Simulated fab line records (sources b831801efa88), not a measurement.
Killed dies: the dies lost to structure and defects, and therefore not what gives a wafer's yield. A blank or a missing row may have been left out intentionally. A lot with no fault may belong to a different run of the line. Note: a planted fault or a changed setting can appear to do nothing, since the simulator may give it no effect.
fab line records	flow sfqLine
record lots=5	wafers=15	lastDay=85
route steps=325 shown I3@137 M4@148 I4@163 JJ@178 M8@325
lots with no fault: from the same line, run without faults
startH: start of the lot's first displayed wafer, in hours after the record's first day	waitH: hours elapsed since this lot's preceding step	" same as the row above	L1.1+2: a single row standing in for several wafers	- no value, or no start was given	* or withheld: withheld	< > ~ a bound
route shown NAME@n: a module of which the file shows steps, and the number in the route of the first	usual: mean and standard deviation over wafers with no fault	same: alike in all rows	chamber/n: place in a boat	sites: readings site by site	_std_site: how widely they spread, as a standard deviation	_edge_site: mean of outer sites minus mean of inner sites	radiusMm: for every site, how far away it sits from the centre of the wafer	mask NAME#n: copy n	behind: the last tool/chamber to shape the wafer	hold: the reason the lot was held/the length of the hold in hours/how it ended	device: the transistor (n, p or np) that didn't switch	end of line: tests of these same wafers at the route's end	a step without rows: its recipe alone	killed: dies lost to structure and defects at the first sort, not the wafer's yield	map: a wafer's dies, marking killed ones x, the rest . and places with no die _
set.NAME: the run value of the setting; set.NAME@STEP: its run value at that earlier step	model.NAME: the simulator's own value behind a step, which no gauge read
lots at some steps of the route; a table a step, a row a wafer
services: a tool's chamber out of use, with start hour (startH, from the record's first day; less than 0 if before it), hours out, and reason
## steps
# step SFQ_TRILAYER_I3_VIA_LITHO_COAT_090
# recipe resist=BARC	spinRpm=3000	resistThkNm=62
# step SFQ_TRILAYER_I3_VIA_LITHO_COAT_085
# recipe resist=KrF	spinRpm=3000	resistThkNm=650
# step SFQ_TRILAYER_I3_VIA_LITHO_SOFTBAKE_089
# recipe tempC=withheld	timeS=withheld	resist=KrF
# step SFQ_TRILAYER_I3_VIA_LITHO_EXPOSE_086
# recipe maskId=I3	na=0.6	sourceShape=conventional	sigmaOuter=0.65	targetCdNm=500	doseMj=21.3
# step SFQ_TRILAYER_I3_VIA_LITHO_PEB_088
# recipe pebTempC=115	pebTimeS=60	resist=KrF
# step SFQ_TRILAYER_I3_VIA_LITHO_DEVELOP_087
# recipe timeS=60	resist=KrF
# step SFQ_I3_OVL_MEAS_923
# usual I3_OVL=1/4.9
lot.wafer	tool	chamber	startH	waitH	I3_OVL[nm]
L971.1	overlay-01	-	811.36	0.1	-8
L971.2	"	-	"	"	-5
L971.5	"	-	"	"	2
L973.1	overlay-02	-	817.14	0.1	11
L973.2	"	-	"	"	9
L973.4	"	-	"	"	10
L976.3	overlay-02	-	877.99	0.1	11
L976.4	"	-	"	"	2
L976.5	"	-	"	"	5
L987.2	overlay-01	-	1142.52	0.1	2
L987.5	"	-	"	"	-3
L987.6	"	-	"	"	0
L990.2	overlay-02	-	1150.72	0.1	-3
L990.5	"	-	"	"	-2
L990.6	"	-	"	"	4
# step SFQ_TRILAYER_I3_VIA_BARC_OPEN_VIA_ETCH_121
# recipe maskMaterial=PR	chemistry=O2	targetDepthNm=125	target=BARC	sourceW=500	biasW=80	pressureMtorr=31.3	timeS=41.7
# step SFQ_TRILAYER_I3_VIA_ETCH_VIA_ETCH_088
# recipe target=SiO2	stopOn=Nb	maskMaterial=PR	taperDeg=20	chemistry=CHF3	targetDepthNm=260	sourceW=500	biasW=80	pressureMtorr=30	timeS=withheld
# step SFQ_TRILAYER_I3_VIA_STRIP_STRIP_089
# recipe gas=O2	powerW=200	platenTempC=40	overashFraction=0.65	chemistry=O2	pressureMtorr=50
# usual chamberPressureMTorr=50.00/0.048	drypumpMotorCurrentA=6.0/0.54	oesProductAu=0.999/0.0075
# same overashFraction=0.65
lot.wafer	tool	chamber	startH	waitH	chamberPressureMTorr	drypumpMotorCurrentA	oesProductAu	rfHoursCounterH
L971.1	rieMetal-03	0	811.55	-	50.01	6.7	0.990	39
L971.2	"	1	"	"	49.93	6.1	0.989	49
L971.5	"	1	"	"	49.96	6.1	0.989	-
L973.1	rieMetal-02	0	817.33	-	49.93	6.2	0.991	123
L973.2	"	1	"	"	49.91	5.2	0.999	120
L973.4	"	0	"	"	50.01	6.2	1.005	-
L976.3	rieMetal-04	1	878.37	-	49.99	5.8	1.002	-
L976.4	"	0	"	"	50.08	4.8	0.996	-
L976.5	"	0	"	"	49.98	4.8	1.000	-
L987.2	rieMetal-03	1	1142.70	-	49.94	6.1	0.994	100
L987.5	"	1	"	"	50.04	6.1	0.997	-
L987.6	"	0	"	"	50.04	6.6	1.008	-
L990.2	rieMetal-02	1	1150.90	-	49.99	5.2	0.990	22
L990.5	"	1	"	"	50.06	5.2	0.993	-
L990.6	"	0	"	"	50.01	6.1	0.995	-
# step SFQ_TRILAYER_I3_VIA_STRIP_SOLV_CLEAN_090
# recipe chemistry=NMP	tempC=70	timeS=600
# step SFQ_TRILAYER_M4_DEP_PRE_CLEAN_092
# recipe gas=Ar	timeS=22.5	biasV=250
# step SFQ_TRILAYER_M4_DEP_SPUTTER_091
# recipe material=Nb	basePressurePa=1.33e-06	chamberPressurePa=0.1333	substrateTempC=20	resputterCathodeVoltageV=400	targetThkNm=200	powerW=2000	timeS=133.3
# usual basePressurePa=1.32e-06/9.4e-08	cathodeDcPowerW=2000.0/0.35	throttleValvePct=29.5/1.3
lot.wafer	tool	chamber	startH	waitH	basePressurePa	cathodeDcPowerW	throttleValvePct	model.Nb_of_TRILAYER_M4_DEP_SPUTTER_091.thkNm
L971.1	pvdSputter-05	-	812.37	0.0	1.38e-06	2000.3	31.3	199.3
L971.2	"	-	"	"	1.3e-06	1999.9	30.3	199.9
L971.5	"	-	"	"	1.21e-06	2000.5	31.3	198.8
L973.1	pvdSputter-06	-	818.13	0.0	1.35e-06	2000.0	28.7	200.9
L973.2	"	-	"	"	1.34e-06	1999.9	29.1	199.4
L973.4	"	-	"	"	1.42e-06	1999.6	28.1	201.8
L976.3	pvdSputter-06	-	878.97	0.0	1.43e-06	2000.2	29.2	200.5
L976.4	"	-	"	"	1.4e-06	2000.3	30.5	207.3
L976.5	"	-	"	"	1.27e-06	2000.2	28.5	199.9
L987.2	pvdSputter-03	-	1143.51	0.0	1.33e-06	2000.9	31.3	201.3
L987.5	"	-	"	"	1.18e-06	2000.0	27.7	197.3
L987.6	"	-	"	"	1.32e-06	2000.3	31.2	200.4
L990.2	pvdSputter-05	-	1151.71	0.0	1.38e-06	1999.8	30.1	197.1
L990.5	"	-	"	"	1.48e-06	2000.1	31.2	197
L990.6	"	-	"	"	1.3e-06	2000.1	28.1	199.4
# step SFQ_M4_RS_MEAS_924
# recipe thkMeasGauge=four-point-probe	reads=Nb_of_TRILAYER_M4_DEP_SPUTTER_091
# usual M4_NB_RS=0.892/0.0097
lot.wafer	tool	chamber	startH	waitH	M4_NB_RS[ohm/sq]
L971.1	filmMetro-03	-	812.46	0.0	0.896
L971.2	"	-	"	"	0.889
L971.5	"	-	"	"	0.895
L973.1	filmMetro-03	-	818.22	0.0	0.888
L973.2	"	-	"	"	0.894
L973.4	"	-	"	"	0.882
L976.3	filmMetro-04	-	879.10	0.1	0.890
L976.4	"	-	"	"	0.860
L976.5	"	-	"	"	0.892
L987.2	filmMetro-02	-	1143.62	0.1	0.884
L987.5	"	-	"	"	0.902
L987.6	"	-	"	"	0.889
L990.2	filmMetro-03	-	1151.82	0.1	0.904
L990.5	"	-	"	"	0.905
L990.6	"	-	"	"	0.892
# step SFQ_TRILAYER_M4_LITHO_COAT_098
# recipe resist=BARC	spinRpm=3000	resistThkNm=62
# step SFQ_TRILAYER_M4_LITHO_COAT_093
# recipe resist=KrF	spinRpm=3000	resistThkNm=600
# step SFQ_TRILAYER_M4_LITHO_SOFTBAKE_097
# recipe tempC=withheld	timeS=withheld	resist=KrF
# step SFQ_TRILAYER_M4_LITHO_EXPOSE_094
# recipe maskId=M4	na=0.6	sourceShape=conventional	sigmaOuter=0.65	targetCdNm=500	doseMj=14.4
# step SFQ_TRILAYER_M4_LITHO_PEB_096
# recipe pebTempC=115	pebTimeS=60	resist=KrF
# step SFQ_TRILAYER_M4_LITHO_DEVELOP_095
# recipe timeS=60	resist=KrF
# step SFQ_M4_OVL_MEAS_926
# usual M4_OVL=-2/6.1
lot.wafer	tool	chamber	startH	waitH	M4_OVL[nm]
L971.1	overlay-02	-	939.97	0.1	8
L971.2	"	-	"	"	7
L971.5	"	-	"	"	6
L973.1	overlay-01	-	947.17	0.1	12
L973.2	"	-	"	"	4
L973.4	"	-	"	"	3
L976.3	overlay-02	-	1024.93	0.1	3
L976.4	"	-	"	"	5
L976.5	"	-	"	"	0
L987.2	overlay-02	-	1164.02	0.1	-2
L987.5	"	-	"	"	0
L987.6	"	-	"	"	-4
L990.2	overlay-02	-	1174.82	0.1	10
L990.5	"	-	"	"	2
L990.6	"	-	"	"	5
# step SFQ_TRILAYER_M4_BARC_OPEN_METAL_ETCH_123
# recipe maskMaterial=PR	chemistry=O2	targetDepthNm=125	target=BARC	icpW=600	biasW=80	pressureMtorr=10	timeS=41.7
# usual chamberPressureMTorr=10.000/0.0094	drypumpMotorCurrentA=6.0/0.51	oesProductAu=0.685/0.0045
lot.wafer	tool	chamber	startH	waitH	chamberPressureMTorr	drypumpMotorCurrentA	oesProductAu	rfHoursCounterH
L971.1	rieMetal-01	1	940.00	0.0	9.999	6.2	0.692	117
L971.2	"	0	"	"	10.002	5.3	0.686	15
L971.5	"	1	"	"	10.000	6.2	0.682	-
L973.1	rieMetal-03	0	947.20	0.0	9.998	6.6	0.688	60
L973.2	"	1	"	"	9.997	6.1	0.687	69
L973.4	"	1	"	"	9.997	6.1	0.683	-
L976.3	rieMetal-02	0	1024.99	0.1	9.998	6.2	0.695	-
L976.4	"	0	"	"	9.997	6.1	0.682	-
L976.5	"	0	"	"	9.997	6.1	0.685	-
L987.2	rieMetal-01	1	1164.07	0.0	10.002	6.2	0.697	-
L987.5	"	1	"	"	9.994	6.2	0.687	-
L987.6	"	1	"	"	10.017	6.2	0.675	-
L990.2	rieMetal-03	0	1174.85	0.0	9.998	6.7	0.686	96
L990.5	"	1	"	"	10.008	6.1	0.688	-
L990.6	"	0	"	"	10.012	6.6	0.688	-
# step SFQ_TRILAYER_M4_ETCH_METAL_ETCH_096
# recipe target=Nb	stopOn=SiO2	maskMaterial=PR	chemistry=Cl2/Ar	targetDepthNm=240	icpW=600	biasW=77.47	pressureMtorr=10	timeS=120
# usual chamberPressureMTorr=9.998/0.0086	drypumpMotorCurrentA=6.0/0.51	oesProductAu=0.894/0.0074
lot.wafer	tool	chamber	startH	waitH	chamberPressureMTorr	drypumpMotorCurrentA	oesProductAu	rfHoursCounterH	model.M4.featureDepthNm	model.etch.depthNm
L971.1	rieMetal-01	1	940.06	0.0	10.001	6.2	0.888	117	199.3	199.3
L971.2	"	0	"	"	10.004	5.3	0.887	15	199.9	199.9
L971.5	"	1	"	"	9.994	6.2	0.891	-	198.8	198.8
L973.1	rieMetal-03	0	947.26	0.0	9.986	6.6	0.897	60	200.9	200.9
L973.2	"	1	"	"	10.010	6.1	0.890	69	199.4	199.4
L973.4	"	1	"	"	10.000	6.1	0.901	-	201.8	201.8
L976.3	rieMetal-02	0	1025.15	0.1	10.012	6.1	0.894	-	200.5	200.5
L976.4	"	0	"	"	9.995	6.1	0.919	-	207.3	207.3
L976.5	"	0	"	"	9.995	6.1	0.900	-	199.9	199.9
L987.2	rieMetal-01	1	1164.21	0.1	9.986	6.2	0.897	-	201.3	201.3
L987.5	"	1	"	"	9.987	6.2	0.878	-	197.3	197.3
L987.6	"	1	"	"	10.007	6.3	0.902	-	200.4	200.4
L990.2	rieMetal-03	0	1174.91	0.0	10.005	6.6	0.896	96	197.1	197.1
L990.5	"	1	"	"	9.995	6.1	0.872	-	197	197
L990.6	"	0	"	"	10.004	6.6	0.894	-	199.4	199.4
# step SFQ_TRILAYER_M4_STRIP_STRIP_097
# recipe gas=O2	powerW=200	platenTempC=40	overashFraction=0.65	chemistry=O2	pressureMtorr=50
# step SFQ_TRILAYER_M4_STRIP_SOLV_CLEAN_098
# recipe chemistry=NMP	tempC=70	timeS=600
# step SFQ_TRILAYER_I4_DEP_PECVD_099
# recipe material=SiO2	tempC=150	timeS=111.11	pressureTorr=2.4	rfW=183.3	precursor=SiH4/N2O	targetThkNm=500
# usual heaterPowerW=80/13	throttleValvePct=24.2/1.2
lot.wafer	tool	chamber	startH	waitH	heaterPowerW	throttleValvePct
L971.1	pecvd-04	1	940.96	0.0	80	24.7
L971.2	"	2	"	"	73	23.9
L971.5	"	0	"	"	54	25.2
L973.1	pecvd-01	0	948.16	0.0	78	23.0
L973.2	"	1	"	"	86	23.6
L973.4	"	2	"	"	86	25.3
L976.3	pecvd-02	1	1026.69	0.0	83	21.8
L976.4	"	1	"	"	70	22.1
L976.5	"	0	"	"	76	23.6
L987.2	pecvd-01	0	1165.79	0.0	81	23.8
L987.5	"	0	"	"	83	23.8
L987.6	"	1	"	"	79	23.9
L990.2	pecvd-01	1	1175.83	0.0	88	24.0
L990.5	"	1	"	"	73	23.7
L990.6	"	0	"	"	85	23.9
# step SFQ_TRILAYER_I4_CMP_CMP_100
# recipe material=SiO2	downForcePsi=3	platenRpm=60	padVelocityMS=0.94248
# usual motorCurrentA=10.4/1.1	timeToEndpointS=214/5.6
lot.wafer	tool	chamber	startH	waitH	motorCurrentA	timeToEndpointS
L971.1	cmp-02	0	945.57	4.6	9.6	213
L971.2	"	1	"	"	11.3	212
L971.5	"	0	947.57	6.5	10.2	217
L973.1	cmp-01	3	951.18	3.0	10.4	212
L973.4	"	0	"	"	11.3	218
L973.2	"	1	"	"	10.0	217
L976.4	cmp-02	2	1035.75	9.0	10.3	221
L976.3	"	0	1036.75	10.0	9.7	212
L976.5	"	2	1037.75	11.0	10.6	219
L987.2	cmp-02	1	1175.69	9.9	11.0	213
L987.6	"	2	"	"	10.8	218
L987.5	"	3	"	"	12.4	210
L990.2	cmp-02	3	1187.19	11.3	12.1	207
L990.5	"	1	1188.19	12.3	10.7	219
L990.6	"	2	"	"	10.6	223
# step SFQ_I4_BOW_MEAS_927
# recipe mode=bow
# usual I4_BOW=1/9.4
lot.wafer	tool	chamber	startH	waitH	I4_BOW[um]
L971.1	filmMetro-04	-	948.57	2.5	6
L971.2	"	-	"	"	-5
L971.5	"	-	"	"	5
L973.1	filmMetro-02	-	954.18	2.5	-26
L973.2	"	-	"	"	-19
L973.4	"	-	"	"	-14
L976.3	filmMetro-01	-	1038.29	1.0	-13
L976.4	"	-	"	"	-20
L976.5	"	-	"	"	-20
L987.2	filmMetro-01	-	1177.21	1.0	-2
L987.5	"	-	"	"	8
L987.6	"	-	"	"	6
L990.2	filmMetro-01	-	1189.21	1.5	-3
L990.5	"	-	"	"	-6
L990.6	"	-	"	"	-8
# step SFQ_TRILAYER_I4_METRO_MEASURE_101
# step SFQ_TRILAYER_I4_VIA_LITHO_COAT_108
# recipe resist=BARC	spinRpm=3000	resistThkNm=62
# step SFQ_TRILAYER_I4_VIA_LITHO_COAT_103
# recipe resist=KrF	spinRpm=3058	resistThkNm=650
# step SFQ_TRILAYER_I4_VIA_LITHO_SOFTBAKE_107
# recipe tempC=withheld	timeS=withheld	resist=KrF
# step SFQ_TRILAYER_I4_VIA_LITHO_EXPOSE_104
# recipe maskId=I4	na=0.6	sourceShape=conventional	sigmaOuter=0.65	targetCdNm=700	doseMj=21.3
# step SFQ_TRILAYER_I4_VIA_LITHO_PEB_106
# recipe pebTempC=115	pebTimeS=60	resist=KrF
# step SFQ_TRILAYER_I4_VIA_LITHO_DEVELOP_105
# recipe timeS=60	resist=KrF
# step SFQ_I4_OVL_MEAS_928
# usual I4_OVL=0/5.9
lot.wafer	tool	chamber	startH	waitH	I4_OVL[nm]
L971.1	overlay-02	-	1094.51	0.1	4
L971.2	"	-	"	"	3
L971.5	"	-	"	"	3
L973.1	overlay-01	-	1098.11	0.1	3
L973.2	"	-	"	"	7
L973.4	"	-	"	"	6
L976.3	overlay-01	-	1173.30	0.1	0
L976.4	"	-	"	"	1
L976.5	"	-	"	"	-1
L987.2	overlay-01	-	1304.70	0.1	1
L987.5	"	-	"	"	3
L987.6	"	-	"	"	3
L990.2	overlay-01	-	1316.62	0.1	4
L990.5	"	-	"	"	-1
L990.6	"	-	"	"	3
# step SFQ_TRILAYER_I4_VIA_BARC_OPEN_VIA_ETCH_146
# recipe maskMaterial=PR	chemistry=O2	targetDepthNm=125	target=BARC	sourceW=500	biasW=80	pressureMtorr=30	timeS=41.7
# usual chamberPressureMTorr=30.000/0.026	drypumpMotorCurrentA=6.0/0.35	oesProductAu=0.685/0.0045
lot.wafer	tool	chamber	startH	waitH	chamberPressureMTorr	drypumpMotorCurrentA	oesProductAu	rfHoursCounterH
L971.1	rieDiel-03	1	1094.55	0.0	29.996	6.2	0.689	10
L971.2	"	3	"	"	30.026	6.3	0.680	7
L971.5	"	2	"	"	29.983	5.9	0.688	-
L973.1	rieDiel-04	3	1098.15	0.0	29.979	5.9	0.687	11
L973.2	"	2	"	"	30.037	5.9	0.679	10
L973.4	"	1	"	"	30.001	5.4	0.690	8
L976.3	rieDiel-03	2	1173.33	0.0	29.955	5.9	0.690	4
L976.4	"	1	"	"	30.038	6.2	0.687	11
L976.5	"	0	"	"	29.977	6.1	0.690	-
L987.2	rieDiel-01	2	1304.73	0.0	29.994	5.5	0.681	7
L987.5	"	0	"	"	30.000	6.7	0.684	-
L987.6	"	1	"	"	30.012	6.3	0.683	-
L990.2	rieDiel-04	3	1316.65	0.0	30.033	5.9	0.683	15
L990.5	"	1	"	"	29.960	5.5	0.680	-
L990.6	"	2	"	"	29.991	5.9	0.689	-
# step SFQ_TRILAYER_I4_VIA_ETCH_VIA_ETCH_106
# recipe target=SiO2	stopOn=Nb	maskMaterial=PR	taperDeg=20	chemistry=CHF3	targetDepthNm=260	sourceW=500	biasW=80	pressureMtorr=30	timeS=withheld
# step SFQ_TRILAYER_I4_VIA_STRIP_STRIP_107
# recipe gas=O2	powerW=200	platenTempC=40	overashFraction=0.65	chemistry=O2	pressureMtorr=50
# step SFQ_TRILAYER_I4_VIA_STRIP_SOLV_CLEAN_108
# recipe chemistry=NMP	tempC=70	timeS=600
# step SFQ_TRILAYER_JJ_TRILAYER_DEP_PRE_CLEAN_113
# recipe gas=Ar	timeS=22.5	biasV=250
# step SFQ_M8_BOW_MEAS_951
# recipe mode=bow
# usual M8_BOW=5/11
lot.wafer	tool	chamber	startH	waitH	M8_BOW[um]	model.etest.m4.ohmUm	model.etest.i3.linkOhm	model.etest.i4.linkOhm	model.etest.m4.ohmSq
L971.1	filmMetro-02	-	1879.95	0.0	9	1.778	1.96	2.186	0.8937
L971.2	"	-	"	"	0	1.782	1.955	2.179	0.8909
L971.5	"	-	"	"	9	1.79	1.962	2.183	0.896
L973.1	filmMetro-02	-	1894.44	0.0	-23	1.763	1.954	2.187	0.8865
L973.2	"	-	"	"	-16	1.783	1.955	2.184	0.8932
L973.4	"	-	"	"	-10	1.766	1.93	2.177	0.8826
L976.3	filmMetro-04	-	1948.08	0.0	-11	1.772	1.949	2.192	0.8885
L976.4	"	-	"	"	-20	1.721	1.916	2.146	0.8591
L976.5	"	-	"	"	-19	1.779	1.95	2.179	0.8909
L987.2	filmMetro-02	-	2039.37	0.0	4	1.765	1.952	2.177	0.8847
L987.5	"	-	"	"	14	1.802	1.962	2.19	0.9027
L987.6	"	-	"	"	12	1.772	1.962	2.179	0.8889
L990.2	filmMetro-02	-	2050.44	0.0	0	1.809	1.95	2.19	0.9039
L990.5	"	-	"	"	-2	1.812	1.95	2.176	0.9044
L990.6	"	-	"	"	-5	1.787	1.939	2.164	0.8932
## services
tool	chamber	startH	hours	kind
cmp-02	-	815.02	0.2	repair
rieMetal-03	0	863.06	8.7	repair
rieMetal-03	1	864.56	7.5	repair
rieMetal-02	0	886.28	3.5	repair
rieMetal-03	1	893.49	1.3	repair
rieMetal-02	-	898.73	28.1	pm
cmp-02	-	904.29	0.2	repair
cmp-02	-	919.47	4.0	pm
rieMetal-02	1	928.93	20.3	repair
cmp-02	-	930.02	0.6	repair
rieMetal-03	-	981.79	0.2	repair
rieMetal-01	1	1004.32	48.7	repair
cmp-02	-	1006.23	1.5	repair
cmp-02	-	1010.65	0.4	repair
cmp-02	-	1014.02	3.2	pm
cmp-02	-	1055.73	0.8	repair
rieMetal-03	-	1085.31	15.8	repair
rieMetal-02	-	1091.76	2.8	pm
rieMetal-01	-	1115.28	28.1	pm
rieMetal-03	-	1138.70	2.8	pm
rieMetal-01	0	1158.35	12.4	repair
rieMetal-01	-	1183.03	4.3	pm
rieMetal-02	1	1203.92	48.4	repair
rieMetal-03	-	1205.98	1.4	pm
## key
firstSign step=SFQ_M4_RS_MEAS_924	reading=M4_NB_RS	direction=down	sigmas=3.2	usual=0.892	struck=0.860
effect step=SFQ_TRILAYER_M4_ETCH_METAL_ETCH_096	reading=oesProductAu	direction=up	sigmas=3.4	usual=0.894	struck=0.919
modelEffect step=SFQ_TRILAYER_M4_DEP_SPUTTER_091	value=Nb_of_TRILAYER_M4_DEP_SPUTTER_091.thkNm	without=200.7	struck=207.3
modelEffect step=SFQ_TRILAYER_M4_ETCH_METAL_ETCH_096	value=M4.featureDepthNm	without=200.7	struck=207.3
modelEffect step=SFQ_M8_BOW_MEAS_951	value=etest.m4.ohmUm	without=1.778	struck=1.721
metAt SFQ_TRILAYER_M4_DEP_SPUTTER_091
struckWafers L976.4
fault kind=processParameterDrift	tool=pvdSputter-06	chamber=-	onsetH=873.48	steps=SFQ_TRILAYER_M4_DEP_SPUTTER_091	channel=timeS	offset=*	shape=step	endH=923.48	actsIn=*	stated=*	scope=struckWafersOnly
